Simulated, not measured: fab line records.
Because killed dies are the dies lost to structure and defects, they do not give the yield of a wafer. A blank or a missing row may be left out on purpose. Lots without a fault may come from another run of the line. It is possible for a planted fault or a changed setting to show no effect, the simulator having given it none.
Lot-split experiment / flow sfq-line / 27 wafers read from 5 lots, route of 325 steps

## THE SPLIT ITSELF
At SFQ_TRILAYER_I7_VIA_BARC_OPEN_VIA_ETCH_260 (etches BARC in O2, target depth 125 nm, time 41.7 s), the setting time-s was moved away from the recipe's 41.7 s on 9 of the 27 wafers read, by -41.8% to +57.1%. The other wafers ran this setting at the recipe's value.

The file shows no step between the split and the reading.

## THE READING
KrF_of_TRILAYER_I7_VIA_LITHO_COAT_187.thk-nm (the simulator's own value, which no gauge read), in nm, at SFQ_TRILAYER_I7_VIA_ETCH_VIA_ETCH_190 (etches SiO2 in CHF3, stops on Nb, target depth 260 nm). No usual value for it is given in the file. Average 527.7 nm, standard deviation 1.7 nm, over the 18 wafers here run with the recipe.

wafer=L074.1; tool, chamber at the split=rie-diel-02, 3; time-s as run, s=24.28; against the recipe=-41.8%; KrF_of_TRILAYER_I7_VIA_LITHO_COAT_187.thk-nm, nm=545.8; against lot-mates on the recipe=+20.0
wafer=L074.2; tool, chamber at the split=rie-diel-02, 1; time-s as run, s=24.28; against the recipe=-41.8%; KrF_of_TRILAYER_I7_VIA_LITHO_COAT_187.thk-nm, nm=547.4; against lot-mates on the recipe=+21.6
wafer=L074.3; tool, chamber at the split=rie-diel-02, 2; time-s as run, s=41.7; against the recipe=recipe; KrF_of_TRILAYER_I7_VIA_LITHO_COAT_187.thk-nm, nm=527.3; against lot-mates on the recipe=-
wafer=L074.4; tool, chamber at the split=rie-diel-02, 0; time-s as run, s=41.7; against the recipe=recipe; KrF_of_TRILAYER_I7_VIA_LITHO_COAT_187.thk-nm, nm=526.3; against lot-mates on the recipe=-
wafer=L074.5; tool, chamber at the split=rie-diel-02, 0; time-s as run, s=41.7; against the recipe=recipe; KrF_of_TRILAYER_I7_VIA_LITHO_COAT_187.thk-nm, nm=523.9; against lot-mates on the recipe=-
wafer=L074.6; tool, chamber at the split=rie-diel-02, 1; time-s as run, s=24.28; against the recipe=-41.8%; KrF_of_TRILAYER_I7_VIA_LITHO_COAT_187.thk-nm, nm=549.7; against lot-mates on the recipe=+23.9
wafer=L077.2; tool, chamber at the split=rie-diel-04, 2; time-s as run, s=41.7; against the recipe=recipe; KrF_of_TRILAYER_I7_VIA_LITHO_COAT_187.thk-nm, nm=527; against lot-mates on the recipe=-
wafer=L077.4; tool, chamber at the split=rie-diel-04, 3; time-s as run, s=41.7; against the recipe=recipe; KrF_of_TRILAYER_I7_VIA_LITHO_COAT_187.thk-nm, nm=526.2; against lot-mates on the recipe=-
wafer=L077.6; tool, chamber at the split=rie-diel-04, 1; time-s as run, s=41.7; against the recipe=recipe; KrF_of_TRILAYER_I7_VIA_LITHO_COAT_187.thk-nm, nm=525.9; against lot-mates on the recipe=-
wafer=L078.1; tool, chamber at the split=rie-diel-03, 0; time-s as run, s=41.7; against the recipe=recipe; KrF_of_TRILAYER_I7_VIA_LITHO_COAT_187.thk-nm, nm=528.7; against lot-mates on the recipe=-
wafer=L078.2; tool, chamber at the split=rie-diel-03, 2; time-s as run, s=41.7; against the recipe=recipe; KrF_of_TRILAYER_I7_VIA_LITHO_COAT_187.thk-nm, nm=529.4; against lot-mates on the recipe=-
wafer=L078.3; tool, chamber at the split=rie-diel-03, 3; time-s as run, s=41.7; against the recipe=recipe; KrF_of_TRILAYER_I7_VIA_LITHO_COAT_187.thk-nm, nm=527.3; against lot-mates on the recipe=-
wafer=L078.4; tool, chamber at the split=rie-diel-03, 1; time-s as run, s=65.53; against the recipe=+57.1%; KrF_of_TRILAYER_I7_VIA_LITHO_COAT_187.thk-nm, nm=498; against lot-mates on the recipe=-30.5
wafer=L078.5; tool, chamber at the split=rie-diel-03, 2; time-s as run, s=65.53; against the recipe=+57.1%; KrF_of_TRILAYER_I7_VIA_LITHO_COAT_187.thk-nm, nm=500.8; against lot-mates on the recipe=-27.7
wafer=L078.6; tool, chamber at the split=rie-diel-03, 3; time-s as run, s=65.53; against the recipe=+57.1%; KrF_of_TRILAYER_I7_VIA_LITHO_COAT_187.thk-nm, nm=497.5; against lot-mates on the recipe=-31.0
wafer=L079.1; tool, chamber at the split=rie-diel-04, 1; time-s as run, s=41.7; against the recipe=recipe; KrF_of_TRILAYER_I7_VIA_LITHO_COAT_187.thk-nm, nm=527.9; against lot-mates on the recipe=-
wafer=L079.2; tool, chamber at the split=rie-diel-04, 2; time-s as run, s=41.7; against the recipe=recipe; KrF_of_TRILAYER_I7_VIA_LITHO_COAT_187.thk-nm, nm=528.6; against lot-mates on the recipe=-
wafer=L079.3; tool, chamber at the split=rie-diel-04, 3; time-s as run, s=41.7; against the recipe=recipe; KrF_of_TRILAYER_I7_VIA_LITHO_COAT_187.thk-nm, nm=526.5; against lot-mates on the recipe=-
wafer=L079.4; tool, chamber at the split=rie-diel-04, 0; time-s as run, s=41.7; against the recipe=recipe; KrF_of_TRILAYER_I7_VIA_LITHO_COAT_187.thk-nm, nm=527.7; against lot-mates on the recipe=-
wafer=L079.5; tool, chamber at the split=rie-diel-04, 2; time-s as run, s=41.7; against the recipe=recipe; KrF_of_TRILAYER_I7_VIA_LITHO_COAT_187.thk-nm, nm=527.5; against lot-mates on the recipe=-
wafer=L079.6; tool, chamber at the split=rie-diel-04, 3; time-s as run, s=41.7; against the recipe=recipe; KrF_of_TRILAYER_I7_VIA_LITHO_COAT_187.thk-nm, nm=528.5; against lot-mates on the recipe=-
wafer=L081.1; tool, chamber at the split=rie-diel-02, 1; time-s as run, s=41.7; against the recipe=recipe; KrF_of_TRILAYER_I7_VIA_LITHO_COAT_187.thk-nm, nm=531.8; against lot-mates on the recipe=-
wafer=L081.2; tool, chamber at the split=rie-diel-02, 2; time-s as run, s=41.7; against the recipe=recipe; KrF_of_TRILAYER_I7_VIA_LITHO_COAT_187.thk-nm, nm=529.9; against lot-mates on the recipe=-
wafer=L081.3; tool, chamber at the split=rie-diel-02, 3; time-s as run, s=54.19; against the recipe=+30.0%; KrF_of_TRILAYER_I7_VIA_LITHO_COAT_187.thk-nm, nm=514.3; against lot-mates on the recipe=-15.6
wafer=L081.4; tool, chamber at the split=rie-diel-02, 0; time-s as run, s=41.7; against the recipe=recipe; KrF_of_TRILAYER_I7_VIA_LITHO_COAT_187.thk-nm, nm=527.9; against lot-mates on the recipe=-
wafer=L081.5; tool, chamber at the split=rie-diel-02, 2; time-s as run, s=54.19; against the recipe=+30.0%; KrF_of_TRILAYER_I7_VIA_LITHO_COAT_187.thk-nm, nm=513; against lot-mates on the recipe=-16.9
wafer=L081.6; tool, chamber at the split=rie-diel-02, 3; time-s as run, s=54.19; against the recipe=+30.0%; KrF_of_TRILAYER_I7_VIA_LITHO_COAT_187.thk-nm, nm=517.4; against lot-mates on the recipe=-12.5

FIT RESULTS
A straight line over all 27 wafers: KrF_of_TRILAYER_I7_VIA_LITHO_COAT_187.thk-nm changes by -0.486 nm for each +1% of time-s; r = -0.99; the points scatter about the line by 1.9 nm.
The same after taking each lot's own level away (the mean of its wafers on the recipe; 27 wafers): -0.518 nm for each +1%; r = -1.00; scatter 1.3 nm.
Per that fit: largest time-s move, reading shift of 30 nm.
The span of the lots' own levels, 525.83 to 529.87 nm, comes to 2.4 times the standard deviation stated above.
Hence the lot-to-lot level has little effect on the slope; both slopes agree.
Check: with one of the wafers moved furthest among these (+57.1%) left out of the fit, the line predicts -29.3 nm for it against its lot-mates. Against them it came out at -30.5 nm.
Tool readings at the split's step, against how far the setting was moved: oes-product-au r = -0.79.

## FURTHER SPLITS ON THESE WAFERS
Other splits were also applied to these wafers ahead of the reading. Each is held against what the fit with the lots' levels taken away leaves over:
other split on the same wafers=SFQ_TRILAYER_M3_ETCH_METAL_ETCH_078 time-s; wafers away from the commonest value=9; r with KrF_of_TRILAYER_I7_VIA_LITHO_COAT_187.thk-nm (lot level and that fit taken away)=+0.13
other split on the same wafers=SFQ_TRILAYER_I4_DEP_PECVD_099 time-s; wafers away from the commonest value=12; r with KrF_of_TRILAYER_I7_VIA_LITHO_COAT_187.thk-nm (lot level and that fit taken away)=-0.05
other split on the same wafers=SFQ_TRILAYER_JJ_TRILAYER_DEP_SPUTTER_112 time-s; wafers away from the commonest value=12; r with KrF_of_TRILAYER_I7_VIA_LITHO_COAT_187.thk-nm (lot level and that fit taken away)=+0.13
other split on the same wafers=SFQ_TRILAYER_R5_DEP_SPUTTER_132 time-s; wafers away from the commonest value=9; r with KrF_of_TRILAYER_I7_VIA_LITHO_COAT_187.thk-nm (lot level and that fit taken away)=+0.01
other split on the same wafers=SFQ_TRILAYER_I5_BARC_OPEN_VIA_ETCH_200 time-s; wafers away from the commonest value=12; r with KrF_of_TRILAYER_I7_VIA_LITHO_COAT_187.thk-nm (lot level and that fit taken away)=-0.31
other split on the same wafers=SFQ_TRILAYER_M6_ETCH_METAL_ETCH_162 time-s; wafers away from the commonest value=6; r with KrF_of_TRILAYER_I7_VIA_LITHO_COAT_187.thk-nm (lot level and that fit taken away)=-0.13
other split on the same wafers=SFQ_TRILAYER_M7_ETCH_METAL_ETCH_180 time-s; wafers away from the commonest value=6; r with KrF_of_TRILAYER_I7_VIA_LITHO_COAT_187.thk-nm (lot level and that fit taken away)=+0.22

## THE WHOLE CHAIN: every reading that the file lists as answering this split, in the file's order
step=SFQ_TRILAYER_I7_VIA_BARC_OPEN_VIA_ETCH_260; what it does=etches BARC in O2, target depth 125 nm, time 41.7 s; reading=oes-product-au; change (the file's fit)=not straight: 0.907 at the lowest setting, 0.685 at the recipe, 0.645 at the highest; r (the file's)=not given
step=SFQ_TRILAYER_I7_VIA_BARC_OPEN_VIA_ETCH_260; what it does=etches BARC in O2, target depth 125 nm, time 41.7 s; reading=KrF_of_TRILAYER_I7_VIA_LITHO_COAT_187.thk-nm (the simulator's own value, which no gauge read); change (the file's fit)=-0.512 nm for each +1% of the setting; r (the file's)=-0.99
step=SFQ_TRILAYER_I7_VIA_ETCH_VIA_ETCH_190; what it does=etches SiO2 in CHF3, stops on Nb, target depth 260 nm; reading=KrF_of_TRILAYER_I7_VIA_LITHO_COAT_187.thk-nm (the simulator's own value, which no gauge read); change (the file's fit)=-0.518 nm for each +1% of the setting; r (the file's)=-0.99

## THE FILE'S OWN FIT
KrF_of_TRILAYER_I7_VIA_LITHO_COAT_187.thk-nm changes by -0.518 nm for each +1% of time-s, r = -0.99.
